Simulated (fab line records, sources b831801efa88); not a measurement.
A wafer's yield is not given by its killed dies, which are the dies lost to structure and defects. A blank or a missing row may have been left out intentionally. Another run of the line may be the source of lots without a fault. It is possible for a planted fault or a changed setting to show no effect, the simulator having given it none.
Which tool did it? || flow sky130 || 30 wafers from 10 lots sampled at 5 of the route's 708 steps

## WHAT EACH GAUGE READ, for each wafer
SKY_PASSIVATION_THK_MEAS_03.
{"lot": "L449", "measured": "day 42 07:50", "on": "filmMetro-02", "PASSIVATION_CVD_02_THK (nm)": "530 533 534"}
{"lot": "L454", "measured": "day 43 05:14", "on": "filmMetro-04", "PASSIVATION_CVD_02_THK (nm)": "533 522 548"}
{"lot": "L455", "measured": "day 43 17:16", "on": "filmMetro-01", "PASSIVATION_CVD_02_THK (nm)": "541 552 536"}
{"lot": "L456", "measured": "day 44 02:13", "on": "filmMetro-02", "PASSIVATION_CVD_02_THK (nm)": "647 524 648 647 523 648"}
{"lot": "L459", "measured": "day 44 09:48", "on": "filmMetro-01", "PASSIVATION_CVD_02_THK (nm)": "533 643 540 534 643 540"}
{"lot": "L460", "measured": "day 44 17:24", "on": "filmMetro-04", "PASSIVATION_CVD_02_THK (nm)": "540 555 543"}
{"lot": "L461", "measured": "day 45 00:50", "on": "filmMetro-01", "PASSIVATION_CVD_02_THK (nm)": "533 538 547"}
{"lot": "L466", "measured": "day 51 06:16", "on": "filmMetro-04", "PASSIVATION_CVD_02_THK (nm)": "535 531 534"}
{"lot": "L467", "measured": "day 51 06:47", "on": "filmMetro-04", "PASSIVATION_CVD_02_THK (nm)": "540 546 555"}
{"lot": "L469", "measured": "day 51 08:08", "on": "filmMetro-01", "PASSIVATION_CVD_02_THK (nm)": "534 539 549"}

## TOOL THAT RAN EACH LOT (tool first, then ch and the chambers of the sampled wafers, then the start)
{"lot": "L449", "SKY_VIA4_STRIP_13": "plasmaAsher-03 ch 0,1, day 41 03:30", "SKY_VIA4_CVD_18": "cvdW-01 ch 0,1, day 41 04:09", "SKY_METAL5_DESCUM_14": "rieMetal-03 ch 1, day 42 06:34", "SKY_PASSIVATION_CVD_02": "pecvd-04 ch 0,2, day 42 07:36"}
{"lot": "L454", "SKY_VIA4_STRIP_13": "plasmaAsher-01 ch 0,1, day 42 02:45", "SKY_VIA4_CVD_18": "cvdW-01 ch 0,1, day 42 03:25", "SKY_METAL5_DESCUM_14": "rieMetal-01 ch 0,1, day 43 04:04", "SKY_PASSIVATION_CVD_02": "pecvd-03 ch 0,2, day 43 05:01"}
{"lot": "L455", "SKY_VIA4_STRIP_13": "plasmaAsher-03 ch 0,1, day 42 16:30", "SKY_VIA4_CVD_18": "cvdW-02 ch 0, day 42 17:09", "SKY_METAL5_DESCUM_14": "rieMetal-01 ch 0,1, day 43 16:05", "SKY_PASSIVATION_CVD_02": "pecvd-03 ch 0,2, day 43 17:02"}
{"lot": "L456", "SKY_VIA4_STRIP_13": "plasmaAsher-02 ch 0,1, day 43 01:55", "SKY_VIA4_CVD_18": "cvdW-01 ch 0,1, day 43 02:34", "SKY_METAL5_DESCUM_14": "rieMetal-02 ch 0,1, day 44 01:01", "SKY_PASSIVATION_CVD_02": "pecvd-03 ch 1,2, day 44 01:57"}
{"lot": "L459", "SKY_VIA4_STRIP_13": "plasmaAsher-02 ch 0,1, day 43 09:13", "SKY_VIA4_CVD_18": "cvdW-01 ch 0,1, day 43 09:56", "SKY_METAL5_DESCUM_14": "rieMetal-02 ch 0,1, day 44 08:35", "SKY_PASSIVATION_CVD_02": "pecvd-03 ch 0,1,2, day 44 09:34"}
{"lot": "L460", "SKY_VIA4_STRIP_13": "plasmaAsher-03 ch 0,1, day 43 16:30", "SKY_VIA4_CVD_18": "cvdW-01 ch 0,1, day 43 17:09", "SKY_METAL5_DESCUM_14": "rieMetal-01 ch 0, day 44 15:55", "SKY_PASSIVATION_CVD_02": "pecvd-04 ch 1,2, day 44 17:10"}
{"lot": "L461", "SKY_VIA4_STRIP_13": "plasmaAsher-03 ch 0,1, day 44 01:19", "SKY_VIA4_CVD_18": "cvdW-01 ch 0,1, day 44 01:58", "SKY_METAL5_DESCUM_14": "rieMetal-02 ch 0,1, day 44 23:38", "SKY_PASSIVATION_CVD_02": "pecvd-02 ch 1,2, day 45 00:37"}
{"lot": "L466", "SKY_VIA4_STRIP_13": "plasmaAsher-03 ch 0,1, day 50 10:07", "SKY_VIA4_CVD_18": "cvdW-02 ch 0,1, day 50 10:47", "SKY_METAL5_DESCUM_14": "rieMetal-03 ch 1, day 51 04:49", "SKY_PASSIVATION_CVD_02": "pecvd-02 ch 1,2, day 51 05:55"}
{"lot": "L467", "SKY_VIA4_STRIP_13": "plasmaAsher-02 ch 0,1, day 50 10:39", "SKY_VIA4_CVD_18": "cvdW-02 ch 0, day 50 11:43", "SKY_METAL5_DESCUM_14": "rieMetal-01 ch 0,1, day 51 05:37", "SKY_PASSIVATION_CVD_02": "pecvd-04 ch 1,2, day 51 06:34"}
{"lot": "L469", "SKY_VIA4_STRIP_13": "plasmaAsher-03 ch 0,1, day 50 11:51", "SKY_VIA4_CVD_18": "cvdW-02 ch 0,1, day 50 12:58", "SKY_METAL5_DESCUM_14": "rieMetal-02 ch 0,1, day 51 06:55", "SKY_PASSIVATION_CVD_02": "pecvd-03 ch 0,1,2, day 51 07:54"}
- SKY_VIA4_STRIP_13: strips in O2/N2.
- SKY_VIA4_CVD_18: deposits W, target thk 505 nm, time 152.14 s.
- SKY_METAL5_DESCUM_14: chemistry O2, time 11 s.
- SKY_PASSIVATION_CVD_02: deposits Si3N4, target thk 540 nm.

## THE ANSWER, worked out from the rows above alone
Rule: the usual values come from the lots themselves. Put in order of their means at a reading, lots are off if they are a third of the lots or fewer, leave a main group of 4 or more, and stand apart from it by a gap of 3 or more times the standard deviation of the main group's means; of several such gaps the widest counts. If all means in a main group match to the digits the tables above print for the reading, that group is not used. A lot without any number at a reading at which 4 lots or more have one is off too. Any other lot the step has rows for is counted as sound.
Off: L456, L459, seen at SKY_PASSIVATION_THK_MEAS_03 (PASSIVATION_CVD_02_THK). Mean 540 nm and standard deviation 5.3 in the main group.
If a tool, at a process step before that reading, ran all the lots that are off and no sound lot after the first of them, it fits. The gauges at SKY_PASSIVATION_THK_MEAS_03 are tried like those tools. Of those tried, none fits.

## WHAT THE SIMULATOR HAD INSERTED
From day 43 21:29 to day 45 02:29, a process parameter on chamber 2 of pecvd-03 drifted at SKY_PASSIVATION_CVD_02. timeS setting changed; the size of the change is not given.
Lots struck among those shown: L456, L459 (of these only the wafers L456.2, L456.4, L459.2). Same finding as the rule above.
